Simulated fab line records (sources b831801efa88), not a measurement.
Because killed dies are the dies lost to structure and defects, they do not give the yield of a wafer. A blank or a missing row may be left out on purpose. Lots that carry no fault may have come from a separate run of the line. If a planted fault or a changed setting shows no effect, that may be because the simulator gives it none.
Which of the tools did it?	flow sky130	21 wafers from 7 lots sampled at 3 of the route's 708 steps

== WHAT THE GAUGES SHOWED, per wafer ==
SKY_VIA1_CD_MEAS_12: target cd 150 nm.
lot	measured	on	cdNm (nm)
L354	day 34 13:54	cdSem-01	152.8 149.9 151.8
L357	day 35 20:22	cdSem-01	150.9 150.0 150.3
L362	day 36 19:02	cdSem-02	149.9 149.4 151.0
L365	day 37 18:56	cdSem-01	148.7
L369	day 40 01:01	cdSem-02	148.5 151.2 150.2
L373	day 40 07:45	cdSem-02	151.4 151.6 150.0
L375	day 40 19:32	cdSem-01	150.1 151.2 153.2

== WHICH TOOL RAN EACH LOT (tool, then ch and the chambers of the sampled wafers, then the start) ==
lot	SKY_CONTACT_CMP_04	SKY_CONTACT_ETCH_17
L354	cmp-02 ch 0,1,3, day 31 01:34	rieDiel-04 ch 0,1, day 32 06:09
L357	cmp-01 ch 1,2,3, day 32 10:08	rieDiel-02 ch 0,2,3, day 33 13:28
L362	cmp-02 ch 2,3, day 33 09:24	rieDiel-03 ch 0,1,3, day 34 12:27
L365	cmp-02 ch 0,1,2, day 34 10:30	rieDiel-04 ch 0,1,2, day 35 12:15
L369	cmp-01 ch 0,2,3, day 36 16:52	rieDiel-04 ch 0,2,3, day 37 19:06
L373	cmp-01 ch 1,2,3, day 37 01:19	rieDiel-04 ch 0,1, day 38 03:12
L375	cmp-02 ch 1,2,3, day 37 13:09	rieDiel-02 ch 1,2,3, day 38 15:39
- SKY_CONTACT_CMP_04: polishes SiO2.
- SKY_CONTACT_ETCH_17: etches SiO2 in C4F8/O2/Ar, stops on Si3N4, target depth 340 nm.

== THE ANSWER, worked out from the rows above alone ==
Rule: the lots themselves supply what counts as usual. Put in order of their means at a reading, lots are off if they are a third of the lots or fewer, leave a main group of 4 or more, and stand apart from it by a gap of 3 or more times the standard deviation of the main group's means; of several such gaps the widest counts. The tables above print the reading to a certain number of digits; a main group whose means all agree to those digits is not used. Also off: a lot with no number at a reading for which 4 or more lots have one. Any other lot the step has rows for is counted as sound.
Across all readings shown, no lot is off: no conclusion can be drawn from this.

== WHAT WAS PUT IN BY THE SIMULATOR ==
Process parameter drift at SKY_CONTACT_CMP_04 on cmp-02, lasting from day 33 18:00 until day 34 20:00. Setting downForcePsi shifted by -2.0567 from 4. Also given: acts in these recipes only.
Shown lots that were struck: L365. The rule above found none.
